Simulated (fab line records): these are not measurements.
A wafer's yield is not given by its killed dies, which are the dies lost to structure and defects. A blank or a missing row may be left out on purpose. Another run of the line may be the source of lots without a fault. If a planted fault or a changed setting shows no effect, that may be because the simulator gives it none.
fab line records	flow sky130
[record] lots = 7	wafers = 21	last-day = 50
route steps=708 shown SONOS_ONO@176 GATE_OXIDE@187 POLY_GATE@204 PAD_OPEN@708
lots untouched by any fault: they come from a run of this same line in which no faults occurred
start-h: the number of hours between the record's first day and the start of the first shown wafer of the lot	wait-h: hours from the lot's prior step to this one	" same as the row above	L1.1+2: several wafers, shown together as one row	- no value, or no start given	* or withheld: withheld	< > ~ a bound
route shown NAME@n: a module of which the file shows steps, and the number in the route of the first	usual: average and standard deviation across the fault-free wafers	same: alike in all rows	chamber/n: place in a boat	sites: readings site by site	_std_site: standard deviation of those values	_edge_site: mean of outer sites minus mean of inner sites	radius-mm: for every site, how far away it sits from the centre of the wafer	mask NAME#n: copy n	behind: tool/chamber where the wafer was last shaped	hold: the reason the lot was held/the length of the hold in hours/how it ended	device: transistor that didn't switch, given as n, p or np	end of line: tests run on the same wafers once the route is complete	a step without rows: its recipe alone	killed: the dies lost at the first sort to structure and to defects; this is not the yield of the wafer	map: the dies of a wafer, with x for killed, . for not killed, _ for no die there
set.NAME: the setting the step ran with; set.NAME@STEP: the setting that earlier step ran with	model.NAME: the simulator's own value behind a step, which no gauge read
certain route steps with their lots: each step a table, each wafer a row
services: a tool's chamber out of use, with start hour (start-h, from the record's first day; less than 0 if before it), hours out, and reason
[[steps]]
[step SKY_SONOS_ONO_COAT_08]
[recipe] resist = NOVOLAK	spin-rpm = 3000	resist-thk-nm = 1140
[step SKY_SONOS_ONO_SOFTBAKE_09]
[recipe] temp-c = 90	time-s = 60	resist = NOVOLAK
[step SKY_SONOS_ONO_EXPOSE_10]
[recipe] mask-id = ONOM	target-cd-nm = 410	na = 0.6	source-shape = conventional	sigma-outer = 0.6	dose-mj = 150
[step SKY_SONOS_ONO_PEB_11]
[recipe] temp-c = withheld	time-s = *	resist = NOVOLAK
[step SKY_SONOS_ONO_DEVELOP_12]
[recipe] develop-time-s = 60	dev-temp-c = 23
[step SKY_SONOS_ONO_CD_MEAS_13]
[recipe] target-cd-nm = 410
[usual] cd-nm = 410.2/2
lot.wafer	tool	chamber	start-h	wait-h	cd-nm
L507.1	cd-sem-01	-	296.88	0.1	413.4
L507.5	"	-	"	"	410.1
L507.6	"	-	"	"	411.2
L508.1	cd-sem-02	-	308.07	0.1	410.7
L508.3	"	-	"	"	410.7
L508.5	"	-	"	"	409.5
L509.1	cd-sem-02	-	315.82	0.1	410.0
L509.2	"	-	"	"	408.0
L509.4	"	-	"	"	410.3
L520.1	cd-sem-02	-	410.23	0.1	410.2
L520.2	"	-	"	"	410.1
L520.4	"	-	"	"	412.7
L523.1	cd-sem-02	-	436.42	0.1	409.4
L523.2	"	-	"	"	404.4
L523.3	"	-	"	"	405.0
L524.3	cd-sem-02	-	442.97	0.1	410.3
L524.4	"	-	"	"	410.4
L524.6	"	-	"	"	411.4
L527.4	cd-sem-01	-	469.03	0.1	410.7
L527.5	"	-	"	"	410.4
L527.6	"	-	"	"	409.6
[step SKY_SONOS_ONO_OVL_MEAS_14]
[usual] SONOS_ONO_OVL = 0.0/1.2
lot.wafer	tool	chamber	start-h	wait-h	SONOS_ONO_OVL[nm]
L507.1	overlay-02	-	297.00	0.1	-1.3
L507.5	"	-	"	"	-0.9
L507.6	"	-	"	"	-2.6
L508.1	overlay-02	-	308.19	0.1	-0.9
L508.3	"	-	"	"	1.0
L508.5	"	-	"	"	1.2
L509.1	overlay-01	-	315.94	0.1	-0.9
L509.2	"	-	"	"	-1.2
L509.4	"	-	"	"	-0.8
L520.1	overlay-02	-	410.35	0.1	1.5
L520.2	"	-	"	"	1.3
L520.4	"	-	"	"	-0.4
L523.1	overlay-02	-	436.54	0.1	0.1
L523.2	"	-	"	"	0.9
L523.3	"	-	"	"	-2.6
L524.3	overlay-02	-	443.06	0.1	0.3
L524.4	"	-	"	"	0.0
L524.6	"	-	"	"	2.3
L527.4	overlay-02	-	469.10	0.1	-0.8
L527.5	"	-	"	"	-0.2
L527.6	"	-	"	"	0.6
[step SKY_SONOS_ONO_ETCH_15]
[recipe] target-depth-nm = 19.52	chemistry = CHF3/O2	source-w = 600	bias-w = 200	pressure-mtorr = 40	chf3-flow-sccm = 50	O2_flow_sccm = 5	time-s = 7.8
[usual] drypump-motor-current-A = 5.62/0.22	oes-product-au = 1.013/0.015	throttle-valve-pct = 8.827/0.0093
lot.wafer	tool	chamber	start-h	wait-h	drypump-motor-current-A	oes-product-au	rf-hours-counter-h	throttle-valve-pct
L507.1	rie-diel-03	0	297.04	0.0	5.03	1.001	63	8.819
L507.5	"	0	"	"	5.02	0.990	-	8.828
L507.6	"	1	"	"	5.86	0.997	-	8.819
L508.1	rie-diel-04	3	308.22	0.0	5.63	1.006	17	8.853
L508.3	"	1	"	"	5.70	1.012	57	8.827
L508.5	"	2	"	"	5.50	1.022	-	8.821
L509.1	rie-diel-04	1	315.97	0.0	5.67	1.022	57	8.817
L509.2	"	2	"	"	5.46	1.025	1	8.831
L509.4	"	3	"	"	5.62	1.024	17	8.828
L520.1	rie-diel-01	0	410.39	0.0	5.56	1.007	101	8.823
L520.2	"	3	"	"	5.85	1.006	11	8.841
L520.4	"	1	"	"	5.73	0.990	8	8.812
L523.1	rie-diel-04	1	436.57	0.0	5.68	1.038	59	8.841
L523.2	"	2	"	"	5.47	1.024	4	8.832
L523.3	"	3	"	"	5.60	1.018	19	8.832
L524.3	rie-diel-04	3	443.09	0.0	5.62	1.014	20	8.819
L524.4	"	2	"	"	5.45	1.007	-	8.824
L524.6	"	1	"	"	5.67	1.027	-	8.826
L527.4	rie-diel-03	0	469.12	0.0	5.04	0.990	67	8.817
L527.5	"	2	"	"	5.73	1.027	-	8.834
L527.6	"	3	"	"	5.36	1.006	-	8.820
[step SKY_SONOS_ONO_WET_ETCH_16]
[recipe] chemistry = dHF	target-depth-nm = 14	dry = n2-spin	target = SiO2	dilution = 100:1	temp-c = 25	time-s = 280
[step SKY_SONOS_ONO_STRIP_17]
[recipe] chemistry = O2/N2	power-w = 1400	pressure-mtorr = 1500	platen-temp-c = withheld	o2-flow-sccm = 3000	n2-flow-sccm = 300	overash-fraction = 0.5
[usual] drypump-motor-current-A = 5.59/0.26	oes-product-au = 0.710/0.0049	strip-time-to-endpoint-s = 14.12/0.047
lot.wafer	tool	chamber	start-h	wait-h	drypump-motor-current-A	oes-product-au	rf-hours-counter-h	strip-time-to-endpoint-s
L507.1	plasma-asher-02	1	297.14	0.0	5.47	0.711	51	14.12
L507.5	"	0	"	"	5.73	0.711	-	14.10
L507.6	"	1	"	"	5.46	0.704	-	14.05
L508.1	plasma-asher-01	0	308.33	0.0	6.01	0.713	18	14.06
L508.3	"	1	"	"	5.42	0.710	-	14.05
L508.5	"	1	"	"	5.43	0.704	-	14.08
L509.1	plasma-asher-03	1	316.09	0.0	5.13	0.712	61	14.12
L509.2	"	0	"	"	5.64	0.717	61	14.11
L509.4	"	1	"	"	5.14	0.713	-	14.14
L520.1	plasma-asher-03	0	410.50	0.0	5.64	0.709	70	14.09
L520.2	"	1	"	"	5.16	0.708	70	14.06
L520.4	"	1	"	"	5.16	0.708	-	14.11
L523.1	plasma-asher-01	0	436.68	0.0	6.01	0.706	31	14.06
L523.2	"	1	"	"	5.43	0.713	31	14.05
L523.3	"	0	"	"	6.01	0.713	-	14.06
L524.3	plasma-asher-02	1	443.23	0.0	5.49	0.718	-	14.12
L524.4	"	0	"	"	5.73	0.698	-	14.06
L524.6	"	0	"	"	5.70	0.712	-	14.12
L527.4	plasma-asher-01	0	469.26	0.0	6.01	0.710	-	14.16
L527.5	"	0	"	"	6.03	0.719	-	14.13
L527.6	"	1	"	"	5.44	0.709	-	14.11
[step SKY_SONOS_ONO_WET_ETCH_18]
[recipe] chemistry = H3PO4	target-depth-nm = 15	target = Si3N4	temp-c = 160	time-s = 172
[step SKY_GATE_OXIDE_CLEAN_00]
[recipe] chemistry = SC1/SC2	mix = 1:4:20	temp-c = 70	time-s = 150	dry = n2-spin
[step SKY_GATE_OXIDE_OXIDATION_01]
[recipe] temp-c = 900	ambient = O2	stabilise-s = 600	purge-s = 300	target-thk-a = 102.68	ox-time-s = 1473
[usual] ox-temp-c-max = 904.3/0.8	spike-tc-lower-C = 901.1/0.96	tube-center-temp-C = 899.99/0.08	zone-power-lower-pct = 16.2/0.42
[same] stabilise-s = 600
lot.wafer	tool	chamber	start-h	wait-h	ox-temp-c-max	spike-tc-lower-C	tube-center-temp-C	zone-power-lower-pct	model.SiO2_of_GATE_OXIDE_OXIDATION_01.thk-nm
L507.1	furnace-02	0	297.36	0.0	903.8	901.8	899.96	15.9	12.24
L507.5	"	0	"	"	904.2	902.4	899.84	15.8	12.43
L507.6	"	0	"	"	904.6	899.3	899.94	16.0	12.23
L508.1	furnace-02	0	310.75	2.2	904.8	901.4	900.11	15.8	12.15
L508.3	"	0	"	"	905.2	900.3	899.9	15.8	12.27
L508.5	"	0	"	"	902.7	901.7	899.96	15.9	12.12
L509.1	furnace-02	0	319.42	3.1	905.4	899.0	899.87	15.9	12.55
L509.2	"	0	"	"	904.0	900.4	899.91	15.7	12.83
L509.4	"	0	"	"	904.0	900.8	900.05	15.8	12.56
L520.1	furnace-01	0	411.74	1.0	903.7	900.9	899.88	16.5	10.36
L520.2	"	0	"	"	903.6	899.4	900	16.7	10.28
L520.4	"	0	"	"	904.2	901.6	899.93	16.6	10.37
L523.1	furnace-01	0	436.89	0.0	905.6	901.9	899.91	16.7	10.03
L523.2	"	0	"	"	904.8	901.6	899.85	16.3	10.11
L523.3	"	0	"	"	904.4	900.7	899.93	16.5	10.26
L524.3	furnace-02	0	444.65	1.2	904.3	900.9	899.92	15.8	10.29
L524.4	"	0	"	"	904.3	901.7	900.2	15.7	10.38
L524.6	"	0	"	"	904.7	900.2	899.96	15.4	10.34
L527.4	furnace-01	0	469.94	0.5	904.5	900.3	900.02	16.4	10.21
L527.5	"	0	"	"	903.4	900.3	900.01	17.0	10.24
L527.6	"	0	"	"	904.6	901.3	900	16.6	10.21
[step SKY_GATE_OXIDE_THK_MEAS_02]
[recipe] reads = SiO2_of_GATE_OXIDE_OXIDATION_01
[usual] GATE_OXIDE_OXIDATION_00_THK = 10.27/0.2
lot.wafer	tool	chamber	start-h	wait-h	hold	GATE_OXIDE_OXIDATION_00_THK[nm]
L507.1	film-metro-01	-	298.77	0.0	await-dispo/0.2h/release	12.23
L507.5	"	-	"	"	await-dispo/0.2h/release	12.44
L507.6	"	-	"	"	await-dispo/0.2h/release	12.16
L507.1	film-metro-01	-	299.09	0.3	-	12.27
L507.5	"	-	"	"	-	12.44
L507.6	"	-	"	"	-	12.23
L508.1	film-metro-01	-	312.16	0.0	await-dispo/0.2h/release	12.11
L508.3	"	-	"	"	await-dispo/0.2h/release	12.30
L508.5	"	-	"	"	await-dispo/0.2h/release	12.05
L508.1	film-metro-01	-	312.39	0.2	-	12.14
L508.3	"	-	"	"	-	12.26
L508.5	"	-	"	"	-	12.07
L509.1	film-metro-04	-	320.83	0.0	await-dispo/0.2h/release	12.53
L509.2	"	-	"	"	await-dispo/0.2h/release	12.87
L509.4	"	-	"	"	await-dispo/0.2h/release	12.55
L509.1	film-metro-04	-	321.06	0.2	-	12.57
L509.2	"	-	"	"	-	12.81
L509.4	"	-	"	"	-	12.48
L520.1	film-metro-01	-	413.15	0.0	-	10.35
L520.2	"	-	"	"	-	10.32
L520.4	"	-	"	"	-	10.39
L523.1	film-metro-02	-	438.29	0.0	-	10.03
L523.2	"	-	"	"	-	10.08
L523.3	"	-	"	"	-	10.25
L524.3	film-metro-01	-	446.08	0.0	-	10.27
L524.4	"	-	"	"	-	10.43
L524.6	"	-	"	"	-	10.30
L527.4	film-metro-01	-	471.38	0.0	-	10.21
L527.5	"	-	"	"	-	10.27
L527.6	"	-	"	"	-	10.17
[step SKY_GATE_OXIDE_HMDS_04]
[recipe] prime-time-s = 60	prime-temp-c = 120
[step SKY_GATE_OXIDE_COAT_05]
[recipe] resist = NOVOLAK	spin-rpm = 3000	resist-thk-nm = 1140
[step SKY_GATE_OXIDE_SOFTBAKE_06]
[recipe] temp-c = 90	time-s = 60	resist = NOVOLAK
[step SKY_GATE_OXIDE_EXPOSE_07]
[recipe] mask-id = LVOM	na = 0.6	source-shape = conventional	sigma-outer = 0.6	polarization = unpolarized	target-cd-nm = 600	dose-mj = 170
[step SKY_GATE_OXIDE_PEB_08]
[recipe] temp-c = withheld	time-s = *	resist = NOVOLAK
[step SKY_GATE_OXIDE_DEVELOP_09]
[recipe] resist = NOVOLAK	developer = TMAH	develop-time-s = 60	dev-temp-c = 23
[step SKY_GATE_OXIDE_OVL_MEAS_10]
[usual] GATE_OXIDE_OVL = 0.1/1.5
lot.wafer	tool	chamber	start-h	wait-h	GATE_OXIDE_OVL[nm]
L507.1	overlay-01	-	324.19	0.1	0.1
L507.5	"	-	"	"	-0.8
L507.6	"	-	"	"	0.5
L508.1	overlay-01	-	337.99	0.1	-0.5
L508.3	"	-	"	"	-2.0
L508.5	"	-	"	"	-1.4
L509.1	overlay-02	-	347.27	0.1	-0.4
L509.2	"	-	"	"	0.4
L509.4	"	-	"	"	-0.1
L520.1	overlay-01	-	442.64	0.1	2.8
L520.2	"	-	"	"	0.8
L520.4	"	-	"	"	2.6
L523.1	overlay-01	-	468.67	0.1	-0.2
L523.2	"	-	"	"	-0.7
L523.3	"	-	"	"	1.0
L524.3	overlay-02	-	476.53	0.1	-1.1
L524.4	"	-	"	"	-2.2
L524.6	"	-	"	"	-0.7
L527.4	overlay-01	-	502.07	0.1	-0.3
L527.5	"	-	"	"	-0.6
L527.6	"	-	"	"	0.7
[step SKY_GATE_OXIDE_IMPLANT_11]
[recipe] species = B	energy-kev = 10	dose-cm2 = 2.653e+12	tilt-deg = withheld
[step SKY_GATE_OXIDE_WET_ETCH_12]
[recipe] chemistry = dHF	target-depth-nm = 16.8	dry = n2-spin	target = SiO2	dilution = 100:1	temp-c = 25	time-s = 336
[step SKY_GATE_OXIDE_STRIP_13]
[recipe] chemistry = O2/N2	power-w = 1400	pressure-mtorr = 1500	platen-temp-c = withheld	o2-flow-sccm = 3000	n2-flow-sccm = 300	overash-fraction = 0.5
[usual] drypump-motor-current-A = 5.7/0.33	oes-product-au = 0.716/0.0044	strip-time-to-endpoint-s = 14.20/0.035
lot.wafer	tool	chamber	start-h	wait-h	drypump-motor-current-A	oes-product-au	rf-hours-counter-h	strip-time-to-endpoint-s
L507.1	plasma-asher-04	0	324.48	0.0	6.2	0.721	63	14.21
L507.5	"	1	"	"	5.8	0.712	-	14.20
L507.6	"	0	"	"	6.2	0.725	-	14.22
L508.1	plasma-asher-03	0	338.28	0.0	5.6	0.714	63	14.13
L508.3	"	0	"	"	5.6	0.720	-	14.19
L508.5	"	0	"	"	5.6	0.719	-	14.20
L509.1	plasma-asher-01	0	347.55	0.0	6.0	0.716	22	14.30
L509.2	"	1	"	"	5.4	0.717	22	14.21
L509.4	"	0	"	"	6.0	0.721	-	14.23
L520.1	plasma-asher-03	0	442.93	0.0	5.7	0.722	1	14.20
L520.2	"	1	"	"	5.2	0.717	1	14.23
L520.4	"	0	"	"	5.7	0.717	-	14.24
L523.1	plasma-asher-04	1	468.95	0.0	5.7	0.718	78	14.15
L523.2	"	0	"	"	6.2	0.714	78	14.18
L523.3	"	0	"	"	6.2	0.713	-	14.10
L524.3	plasma-asher-03	0	476.86	0.0	5.6	0.713	-	14.28
L524.4	"	1	"	"	5.1	0.719	-	14.25
L524.6	"	0	"	"	5.6	0.711	-	14.21
L527.4	plasma-asher-04	1	502.38	0.0	5.8	0.713	-	14.22
L527.5	"	1	"	"	5.8	0.718	-	14.22
L527.6	"	0	"	"	6.2	0.718	-	14.21
[step SKY_GATE_OXIDE_TW_MEAS_14]
[usual] GATE_OXIDE_TW = 225.5/1.6
lot.wafer	tool	chamber	start-h	wait-h	hold	GATE_OXIDE_TW
L507.1	film-metro-01	-	324.58	0.1	await-dispo/0.2h/release	226.6
L507.5	"	-	"	"	await-dispo/0.2h/release	227.5
L507.6	"	-	"	"	await-dispo/0.2h/release	228.5
L507.1	film-metro-01	-	324.80	0.2	-	228.1
L507.5	"	-	"	"	-	228.5
L507.6	"	-	"	"	-	228.2
L508.1	film-metro-02	-	338.38	0.1	await-dispo/0.2h/release	223.9
L508.3	"	-	"	"	await-dispo/0.2h/release	223.0
L508.5	"	-	"	"	await-dispo/0.2h/release	222.9
L508.1	film-metro-02	-	338.60	0.2	-	222.9
L508.3	"	-	"	"	-	223.3
L508.5	"	-	"	"	-	222.3
L509.1	film-metro-02	-	347.65	0.1	await-dispo/0.2h/release	222.6
L509.2	"	-	"	"	await-dispo/0.2h/release	222.2
L509.4	"	-	"	"	await-dispo/0.2h/release	222.5
L509.1	film-metro-02	-	347.88	0.2	-	223.8
L509.2	"	-	"	"	-	221.4
L509.4	"	-	"	"	-	221.0
L520.1	film-metro-04	-	443.03	0.1	-	226.0
L520.2	"	-	"	"	-	226.0
L520.4	"	-	"	"	-	226.9
L523.1	film-metro-01	-	469.05	0.1	-	225.2
L523.2	"	-	"	"	-	226.5
L523.3	"	-	"	"	-	226.1
L524.3	film-metro-02	-	476.97	0.1	-	224.2
L524.4	"	-	"	"	-	224.7
L524.6	"	-	"	"	-	225.8
L527.4	film-metro-04	-	502.47	0.1	-	228.2
L527.5	"	-	"	"	-	228.5
L527.6	"	-	"	"	-	226.5
[step SKY_GATE_OXIDE_OXIDATION_16]
[recipe] temp-c = 800	ambient = O2	idle-temp-c = 700	ramp-up-c-per-min = 10	ramp-down-c-per-min = 3	stabilise-s = 600	purge-s = 300	target-thk-a = 35.7	ox-time-s = 1915
[usual] ox-temp-c-max = 803.7/0.73	spike-tc-lower-C = 801.0/1	tube-center-temp-C = 799.99/0.077	zone-power-lower-pct = 12.6/0.34
[same] stabilise-s = 600
lot.wafer	tool	chamber	start-h	wait-h	ox-temp-c-max	spike-tc-lower-C	tube-center-temp-C	zone-power-lower-pct	model.SiO2_of_GATE_OXIDE_OXIDATION_01.thk-nm
L507.1	furnace-01	0	331.22	1.1	804.6	800.9	799.83	13.0	13.5
L507.5	"	0	"	"	803.6	801.4	799.97	13.0	13.68
L507.6	"	0	"	"	803.7	803.3	799.99	13.0	13.49
L508.1	furnace-02	0	340.08	0.0	803.4	801.6	800.07	12.2	13.4
L508.3	"	0	"	"	802.9	799.6	800	12.5	13.51
L508.5	"	0	"	"	804.8	801.1	800.01	12.8	13.37
L509.1	furnace-01	0	351.35	0.0	803.6	801.6	799.98	13.0	13.74
L509.2	"	0	"	"	803.8	801.2	800	13.1	13.99
L509.4	"	0	"	"	803.2	801.3	799.9	13.0	13.76
L520.1	furnace-01	0	443.23	0.1	803.5	802.3	800.08	12.9	11.69
L520.2	"	0	"	"	803.9	800.9	800.11	12.8	11.62
L520.4	"	0	"	"	803.3	800.4	799.86	13.1	11.71
L523.1	furnace-02	0	469.35	0.0	805.0	802.2	799.95	12.4	11.45
L523.2	"	0	"	"	803.8	800.6	800.08	12.2	11.51
L523.3	"	0	"	"	803.8	801.5	799.97	12.4	11.67
L524.3	furnace-02	0	477.06	0.0	803.2	799.0	800.08	12.4	11.66
L524.4	"	0	"	"	803.8	802.0	799.99	12.1	11.74
L524.6	"	0	"	"	803.4	800.5	799.96	12.3	11.68
L527.4	furnace-02	0	502.56	0.0	802.6	800.5	800	12.3	11.56
L527.5	"	0	"	"	803.4	802.1	799.95	12.5	11.62
L527.6	"	0	"	"	803.7	801.0	799.99	12.4	11.58
[step SKY_POLY_GATE_CVD_00]
[recipe] material = poly-Si	target-thk-nm = 180	temp-c = 620	time-s = 720	pressure-mtorr = 200
[step SKY_PAD_OPEN_PROBE_99]
lot.wafer	tool	chamber	start-h	wait-h	model.etest.nfet_16v.r-on-ohm-um	model.etest.tip-sonos.rs-ohm-sq	model.etest.pfet-g5v0d10v5.r-on-ohm-um	model.etest.nfet-g5v0d10v5.r-on-ohm-um	model.etest.nfet-g5v0d10v5.drive-ua-um	model.etest.nfet_05v0_nvt.drive-ua-um	model.etest.pfet-g5v0d10v5.drive-ua-um	model.etest.nfet_16v.drive-ua-um
L507.1	prober-02	-	1086.62	0.1	1.52e+04	3190	5198	2041	523.7	501.8	300.4	186.6
L507.5	prober-02	-	1086.82	0.2	1.532e+04	3180	5142	2066	510.9	494.5	302.5	186.3
L507.6	prober-02	-	1086.87	0.2	1.519e+04	3158	5144	2035	525.8	506	306	187.7
L508.1	prober-01	-	1097.83	0.1	1.526e+04	3110	5130	2064	530.7	505	306.5	189.2
L508.3	prober-01	-	1097.93	0.2	1.539e+04	3161	5163	2092	519.5	502.3	304.3	184.8
L508.5	prober-01	-	1098.03	0.2	1.521e+04	3080	5152	2042	528.2	510.2	305.4	189.3
L509.1	prober-02	-	1102.95	0.1	1.584e+04	3156	5187	2099	514.5	491.6	307.1	181.8
L509.2	prober-02	-	1103.00	0.1	1.609e+04	3285	5194	2118	501.1	483.8	304.1	176.8
L509.4	prober-02	-	1103.10	0.2	1.583e+04	3261	5198	2110	510	495	303.2	182.5
L520.1	prober-02	-	1162.26	0.1	1.397e+04	2559	4872	1912	598.7	568	333.9	220.4
L520.2	prober-02	-	1162.31	0.1	1.417e+04	2540	4939	1912	599.8	573.5	330.8	218.4
L520.4	prober-02	-	1162.41	0.2	1.404e+04	2572	4895	1948	592.8	568.5	331.1	219.5
L523.1	prober-01	-	1177.43	0.1	1.407e+04	2603	4749	1870	611.7	581	347.7	224.2
L523.2	prober-01	-	1177.48	0.1	1.424e+04	2656	4815	1901	608.8	578.9	339.9	223.4
L523.3	prober-01	-	1177.53	0.2	1.421e+04	2695	4853	1894	602.8	570.6	335.5	220.8
L524.3	prober-02	-	1179.70	0.2	1.407e+04	2652	4670	1874	612.4	576.7	345.1	222.5
L524.4	prober-02	-	1179.75	0.2	1.434e+04	2676	4866	1920	593	567.9	336.8	218
L524.6	prober-02	-	1179.85	0.2	1.417e+04	2652	4802	1885	603.4	570.9	341.2	220.7
L527.4	prober-01	-	1194.95	0.2	1.394e+04	2578	4803	1876	609.8	572.9	344.1	223.2
L527.5	prober-01	-	1195.00	0.2	1.397e+04	2605	4818	1890	608.5	571.9	339.7	223.2
L527.6	prober-01	-	1195.05	0.2	1.382e+04	2617	4773	1871	610.1	576.1	341.9	224.3
// killed by level:class
L508.1 VIA1:geometric-particle:open=14 CONTACT:geometric-particle:open=11 VIA3:geometric-particle:open=7 LI_CONTACT:geometric-particle:open=6 METAL1:geometric-particle:short=6 VIA2:geometric-particle:open=6 CONTACT:geometric-particle:short=5 FIELD_ISO:geometric-particle:open=4
L508.3 CONTACT:geometric-particle:open=8 VIA1:geometric-particle:short=7 FIELD_ISO:geometric-particle:short=6 CONTACT:geometric-particle:short=6 VIA1:geometric-particle:open=6 LI_CONTACT:geometric-particle:open=5 VIA2:geometric-particle:open=5 VIA3:geometric-particle:open=5
L508.5 VIA1:geometric-particle:open=10 LI_CONTACT:geometric-particle:open=7 VIA3:geometric-particle:open=7 VIA1:geometric-particle:short=6 VIA2:geometric-particle:open=5 POLY_GATE:geometric-particle:open=5 CONTACT:geometric-particle:open=4 METAL1:geometric-particle:short=4
L509.1 CONTACT:geometric-particle:open=16 VIA2:geometric-particle:short=8 VIA1:geometric-particle:open=7 VIA2:geometric-particle:open=7 FIELD_ISO:geometric-particle:open=6 LI_CONTACT:geometric-particle:open=6 METAL1:geometric-particle:short=5 CONTACT:geometric-particle:short=5
L509.2 VIA1:geometric-particle:open=12 LI_CONTACT:geometric-particle:open=11 METAL2:geometric-particle:short=7 VIA2:geometric-particle:open=7 VIA1:geometric-particle:short=6 VIA3:geometric-particle:open=6 FIELD_ISO:geometric-particle:short=5 FIELD_ISO:geometric-particle:open=5
L509.4 VIA1:geometric-particle:open=8 VIA2:geometric-particle:open=8 METAL2:geometric-particle:short=7 VIA3:geometric-particle:open=6 FIELD_ISO:geometric-particle:open=5 LOCAL_INTERCONNECT:geometric-particle:short=5 CONTACT:geometric-particle:open=5 CONTACT:geometric-particle:short=5
L520.1 CONTACT:geometric-particle:open=10 VIA3:geometric-particle:open=9 METAL1:geometric-particle:short=7 FIELD_ISO:geometric-particle:short=6 VIA1:geometric-particle:open=6 METAL4:geometric-particle:short=6 METAL2:geometric-particle:short=5 POLY_GATE:geometric-particle:short=5
L520.2 VIA1:geometric-particle:open=10 POLY_GATE:geometric-particle:open=8 CONTACT:geometric-particle:open=8 METAL2:geometric-particle:short=6 VIA3:geometric-particle:open=4 FIELD_ISO:geometric-particle:short=3 LI_CONTACT:geometric-particle:short=3 LI_CONTACT:geometric-particle:open=3
L520.4 CONTACT:geometric-particle:open=10 VIA1:geometric-particle:open=9 VIA3:geometric-particle:open=8 METAL1:geometric-particle:short=5 VIA1:geometric-particle:short=5 VIA2:geometric-particle:open=5 FIELD_ISO:geometric-particle:open=4 LI_CONTACT:geometric-particle:open=4
L523.1 VIA1:geometric-particle:open=14 VIA2:geometric-particle:open=8 CONTACT:geometric-particle:open=7 VIA1:geometric-particle:short=7 POLY_GATE:geometric-particle:open=6 LI_CONTACT:geometric-particle:short=6 METAL1:geometric-particle:short=6 POLY_GATE:geometric-particle:short=4
L523.2 VIA1:geometric-particle:open=11 VIA2:geometric-particle:open=10 CONTACT:geometric-particle:open=9 VIA3:geometric-particle:open=7 CONTACT:geometric-particle:short=6 METAL1:geometric-particle:short=6 FIELD_ISO:geometric-particle:open=5 FIELD_ISO:geometric-particle:short=4
L523.3 CONTACT:geometric-particle:open=7 VIA1:geometric-particle:open=7 VIA3:geometric-particle:open=6 METAL1:geometric-particle:short=6 VIA2:geometric-particle:open=6 POLY_GATE:geometric-particle:short=4 LI_CONTACT:geometric-particle:open=4 CONTACT:geometric-particle:short=4
L524.3 FIELD_ISO:geometric-particle:short=9 CONTACT:geometric-particle:open=8 VIA2:geometric-particle:open=6 FIELD_ISO:geometric-particle:open=5 VIA2:geometric-particle:short=5 VIA1:geometric-particle:open=5 METAL3:geometric-particle:short=5 LI_CONTACT:geometric-particle:open=4
L524.4 CONTACT:geometric-particle:open=9 VIA2:geometric-particle:open=8 VIA1:geometric-particle:open=8 FIELD_ISO:geometric-particle:open=6 VIA3:geometric-particle:short=5 LI_CONTACT:geometric-particle:open=5 LOCAL_INTERCONNECT:geometric-particle:short=5 LI_CONTACT:geometric-particle:short=4
L524.6 CONTACT:geometric-particle:open=10 LI_CONTACT:geometric-particle:open=7 FIELD_ISO:geometric-particle:open=6 CONTACT:geometric-particle:short=6 VIA3:geometric-particle:open=6 VIA1:geometric-particle:short=5 FIELD_ISO:geometric-particle:short=4 VIA1:geometric-particle:open=4
L527.4 CONTACT:geometric-particle:short=9 CONTACT:geometric-particle:open=8 LI_CONTACT:geometric-particle:open=7 VIA1:geometric-particle:open=7 VIA3:geometric-particle:open=6 LOCAL_INTERCONNECT:geometric-particle:short=5 METAL1:geometric-particle:short=5 FIELD_ISO:geometric-particle:short=4
L527.5 VIA1:geometric-particle:open=16 CONTACT:geometric-particle:short=9 LI_CONTACT:geometric-particle:open=7 CONTACT:geometric-particle:open=7 METAL1:geometric-particle:short=7 VIA3:geometric-particle:open=7 FIELD_ISO:geometric-particle:open=5 VIA1:geometric-particle:short=5
L527.6 CONTACT:geometric-particle:open=11 FIELD_ISO:geometric-particle:open=9 CONTACT:geometric-particle:short=8 VIA2:geometric-particle:open=8 VIA1:geometric-particle:open=7 METAL1:geometric-particle:short=6 VIA3:geometric-particle:open=5 VIA1:geometric-particle:short=4
[[services]]
tool	chamber	start-h	hours	kind
rie-diel-04	3	278.51	2.3	repair
furnace-01	-	279.93	1.8	repair
rie-diel-03	1	290.62	3.8	repair
furnace-01	-	307.60	4.0	pm
rie-diel-03	1	314.45	4.1	repair
rie-diel-03	-	321.68	0.5	repair
rie-diel-01	-	327.74	14.6	pm
rie-diel-03	3	334.44	3.3	repair
rie-diel-03	1	338.42	11.7	repair
rie-diel-01	3	363.11	5.1	repair
plasma-asher-01	-	366.33	2.8	pm
rie-diel-04	-	380.82	1.0	repair
rie-diel-03	-	382.14	14.6	pm
furnace-01	-	384.64	5.1	pm
rie-diel-04	0	390.06	60.3	repair
rie-diel-01	2	391.48	5.1	repair
plasma-asher-03	-	394.86	2.5	repair
plasma-asher-04	-	416.08	0.7	repair
plasma-asher-03	-	421.25	9.0	pm
furnace-02	-	424.77	2.9	pm
rie-diel-01	3	433.07	13.5	repair
plasma-asher-01	-	449.20	7.6	pm
plasma-asher-03	-	449.67	0.4	repair
plasma-asher-02	-	474.45	1.3	repair
[[key]]
[first-sign] step = SKY_GATE_OXIDE_THK_MEAS_02	reading = visit	direction = added
[effect] step = SKY_GATE_OXIDE_THK_MEAS_02	reading = GATE_OXIDE_OXIDATION_00_THK	direction = up	sigmas = 11	usual = 10.27	struck = 12.36
[effect] step = SKY_GATE_OXIDE_TW_MEAS_14	reading = visit	direction = added
[model-effect] step = SKY_GATE_OXIDE_OXIDATION_01	value = SiO2_of_GATE_OXIDE_OXIDATION_01.thk-nm	without = 10.06	struck = 12.37
[model-effect] step = SKY_GATE_OXIDE_OXIDATION_16	value = SiO2_of_GATE_OXIDE_OXIDATION_01.thk-nm	without = 11.46	struck = 13.6
[model-effect] step = SKY_PAD_OPEN_PROBE_99	value = etest.nfet_16v.r-on-ohm-um	without = 1.431e+04	struck = 1.548e+04
met-at SKY_GATE_OXIDE_OXIDATION_01
struck-wafers L507.1,L507.5,L507.6,L508.1,L508.3,L508.5,L509.1,L509.2,L509.4
sort-left-out L507.1,L507.5,L507.6
tester-left-out L507,L508,L509
[fault] kind = process-parameter-drift	tool = furnace-02	chamber = -	onset-h = 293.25	steps = SKY_GATE_OXIDE_OXIDATION_01	channel = ox-time-s	offset = *	shape = step	end-h = 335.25	acts-in = *	stated = *
// tester-left-out: of these lots the tester's yield and bins aren't shown, on N5 and GAA mostly nor the transistor test; their killed dies are dies lost to structure and defects alone, not to doping, threshold or leakage, so they don't give the yield
// sort-left-out: the simulated sort isn't trusted on such a fault, so these wafers' sort isn't shown, and their yield isn't known
